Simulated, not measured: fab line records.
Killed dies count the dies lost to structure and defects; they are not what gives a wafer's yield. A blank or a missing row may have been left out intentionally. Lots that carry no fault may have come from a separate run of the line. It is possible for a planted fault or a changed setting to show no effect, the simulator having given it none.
Problem report, 8D (eight disciplines) form, completed by code | flow sky130 | the parts of the form that need people (team, actions taken, sign-off) are left out

## 1. WHAT WENT WRONG
Wafers with no fault read 0.926 a.u. with a standard deviation of 0.0047, whereas oes-product-au at SKY_VIA4_ETCH_12 reads a mean of 0.980 a.u. on 1 wafer of 1 lot. Measured from the usual mean, that is +11 standard deviations.
The step: etches SiO2 in C4F8/O2/Ar, stops on TiN, target depth 580 nm.
First observed at day 46 15:20: wafer L803.1, on rie-diel-03. The record has a number at this step for 39 wafers belonging to 13 lots. Rule for "out" (also "out of limits"): further than 4 standard deviations from the usual mean. The other wafers with a number count as sound.

## 2. WHAT IT IS, WHAT IT ISN'T
question                    | is                | is not
which readings at this step | oes-product-au    | bias-w, rf-fwd-power-W
which lots                  | L803              | L789, L790, L791, L792, L794, L796, L797, L798, L809, L810, L811, L812
which wafers of those lots  | L803.1            | L803.3, L803.4
read on which tools         | rie-diel-03       | rie-diel-02, rie-diel-04
when                        | from day 46 15:20 | up to then (26 sound wafers); but 12 sound wafers of L809, L810, L811, L812 came after

## 3. THE SUSPECTS, EACH WITH WHAT RULES IT OUT
Counting: a tool at a process step up to the reading stays a suspect if it ran every lot that is out. Sound lots after the first of them don't rule it out here, since some wafers of a struck lot are sound.
- rie-diel-04 at SKY_LI_CONTACT_ETCH_15 (etches PSG in C4F8/O2/Ar, stops on Si, target depth 600 nm): kept. L803, the lot that is out, went through it at day 34 01:54; up to then, the latest sound lot through it was L796 at day 32 00:24.
- cmp-02 at SKY_VIA4_CMP_02 (polishes SiO2): kept. L803, the lot that is out, went through it at day 45 18:37; up to then, the latest sound lot through it was L796 at day 44 06:12.
- rie-diel-03 at SKY_VIA4_ETCH_12 (etches SiO2 in C4F8/O2/Ar, stops on TiN, target depth 580 nm): kept. L803, the lot that is out, went through it at day 46 15:20; up to then, the latest sound lot through it was L797 at day 45 06:37. Its own oes-product-au readings are out on those wafers.
- In rie-diel-04 at SKY_LI_CONTACT_ETCH_15, the wafers that are out were processed in chamber 2 and their sound lot-mates in chambers 0, 1.
- In cmp-02 at SKY_VIA4_CMP_02, the wafers that are out were processed in chamber 1 and their sound lot-mates in chambers 2, 3.
- In rie-diel-03 at SKY_VIA4_ETCH_12, the wafers that are out were processed in chamber 1 and their sound lot-mates in chambers 0, 3.
rie-diel-04 at SKY_LI_CONTACT_ETCH_15, cmp-02 at SKY_VIA4_CMP_02 and rie-diel-03 at SKY_VIA4_ETCH_12 are what is left after counting.

## 4. THE CAUSE (what the simulator had put in)
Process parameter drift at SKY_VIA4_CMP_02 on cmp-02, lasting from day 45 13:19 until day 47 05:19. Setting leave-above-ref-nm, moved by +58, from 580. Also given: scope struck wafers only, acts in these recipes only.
Counting left 3 suspects, and this tool is among them.

## 5. THE CHAIN OF EFFECTS, in route order
Rows list readings where the struck wafers' mean (over those with a number) sits beyond 3 standard deviations from the usual. Readings are gone through only where the record gives a usual standard deviation; hours: the median, over the lots, of the time from a lot's start at the first step in this table giving one to that lot's start at this step; sigmas: the change measured in usual standard deviations.
hours | step             | reading        | usual      | on struck wafers | change | sigmas
0     | SKY_VIA4_ETCH_12 | oes-product-au | 0.926 a.u. | 0.980            | +0.054 | +11
The process steps in it:
- SKY_VIA4_ETCH_12: etches SiO2 in C4F8/O2/Ar, stops on TiN, target depth 580 nm.

## 6. HOW IT WOULD HAVE BEEN CAUGHT EARLIER
26 hours passed between the start of the fault at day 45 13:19 and the first reading out of limits in this record, taken at day 46 15:20.
An alarm limit of 4 standard deviations would not have fired on the tool readings at SKY_VIA4_CMP_02 for which the record gives a usual standard deviation, since none of them was out on any struck wafer.
By day 46 15:20, every lot that is out (1) had started SKY_VIA4_CMP_02 on cmp-02. Tool hold at that time: it would have spared none of them.
